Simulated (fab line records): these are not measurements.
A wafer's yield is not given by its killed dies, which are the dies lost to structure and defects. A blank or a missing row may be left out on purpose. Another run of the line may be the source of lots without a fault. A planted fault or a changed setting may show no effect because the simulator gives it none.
A lot that was struck, set against a sound lot | flow sky130 | 16 out of 708 route steps
Sound: these wafers, L652.1, L652.3, L652.6. Struck: wafer L657.3. (L657.2, L657.4 of the same lot were not struck and are left out.) The cause comes at the end.
At each step with rows: each side's tool, then ch and its chambers, then its first start. Under that, the readings that differ: sound wafers | struck wafers | difference of the means | sigmas: that difference in standard deviations of wafers without a fault.
alike: readings whose means differ by less than 2 such deviations, and words and numbers that are the same on both sides. not compared: withheld readings, readings that some wafer has no value for, bounds like >300 that may hide the same value, and numbers for which the record gives no deviation and whose values overlap.
Wherever a step has rows on one side only, a row that says differs or no value, or a row with sigmas, the two part there. Non-overlapping numbers with no deviation appear without sigmas and do not part them. Lack of a reading on every wafer of one side parts them only where that side has two or more wafers.

first, 3 steps without rows for these wafers: SKY_METAL2_EXPOSE_12 (exposes mask MM2, target cd 140 nm); SKY_METAL2_PEB_13; SKY_METAL2_DEVELOP_14 (develop time 60 s).
SKY_METAL2_CD_MEAS_15: the cd target is 140 nm.
  sound on cdSem-01 at day 36 04:26; struck on cdSem-01 at day 38 02:08
  alike: cdNm
SKY_METAL2_OVL_MEAS_16:
  sound on overlay-02 at day 36 04:33; struck on overlay-01 at day 38 02:14
  alike: METAL2_OVL
SKY_METAL2_DESCUM_17: chemistry O2, time 8 s.
  sound on rieMetal-02 ch 0,1, day 36 04:35; struck on rieMetal-04 ch 1, day 38 02:16
  alike: drypumpMotorCurrentA, oesProductAu
  not compared: rfHoursCounterH
SKY_METAL2_ETCH_18: etches BARC in N2/H2, stops on SiO2, time 45.9 s, target depth 60 nm.
  sound on rieMetal-02 ch 0,1, day 36 04:37; struck on rieMetal-04 ch 1, day 38 02:18
  alike: drypumpMotorCurrentA, oesProductAu, throttleValvePct
  not compared: rfHoursCounterH
SKY_METAL2_METAL_ETCH_19: etches the open film in Cl2/BCl3, stops on SiO2, target depth 360 nm, time 78 s.
  sound on rieMetal-02 ch 0,1, day 36 04:41; struck on rieMetal-04 ch 1, day 38 02:22
  alike: drypumpMotorCurrentA, oesProductAu, throttleValvePct
  not compared: rfHoursCounterH
SKY_METAL2_STRIP_20: strips in O2/N2.
  sound on plasmaAsher-04 ch 0,1, day 36 04:47; struck on plasmaAsher-01 ch 0, day 38 02:27
  alike: drypumpMotorCurrentA, oesProductAu, stripTimeToEndpointS
  not compared: rfHoursCounterH
then, 3 steps without rows for these wafers: SKY_METAL2_STRIP_21 (strips in post etch residue remover, time 1200 s); SKY_METAL2_CLEAN_22 (cleans in IPA, time 180 s); SKY_METAL2_CLEAN_23 (cleans in O3/DIW).
SKY_VIA2_HDPCVD_00: deposits SiO2, target thk 1180 nm, time 196.7 s.
  sound on hdpcvd-01 ch 1,2, day 36 05:22; struck on hdpcvd-02 ch 1, day 38 03:03
reading                                 | sound             | struck | difference | sigmas
runLengthS (s)                          | 224.8 224.2 224.8 | 215.9  | -8.7       | -18
model.SiO2_of_VIA2_HDPCVD_00.thkNm (nm) | 1190 1189 1171    | 1118   | -65        | 
SKY_VIA2_THK_MEAS_01:
  sound on filmMetro-04 at day 36 05:29; struck on filmMetro-03 at day 38 03:25
reading              | sound          | struck | difference | sigmas
VIA2_HDPCVD_THK (nm) | 1191 1187 1170 | 1118   | -65        | -5
  not compared: hold
SKY_VIA2_CMP_02: polishes SiO2.
  sound on cmp-01 ch 0,1,3, day 36 05:36; struck on cmp-01 ch 1, day 38 09:58
reading | sound | struck                  | difference                   | sigmas
hold    | - - - | awaitDispo/3.5h/release | no value on the sound wafers | 
  alike: headPressurePsi, motorCurrentA, platenRpm
SKY_PAD_OPEN_PROBE_99:
  sound wafers here have rows in the record (prober-02, day 46 14:26); struck ones have none

== WHERE THEY PART ==
Earliest at SKY_VIA2_HDPCVD_00; latest, in this record, at SKY_PAD_OPEN_PROBE_99.

WHY: whatever the simulator had introduced
hdpcvd-02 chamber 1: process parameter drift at SKY_VIA2_HDPCVD_00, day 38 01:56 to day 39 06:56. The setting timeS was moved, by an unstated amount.
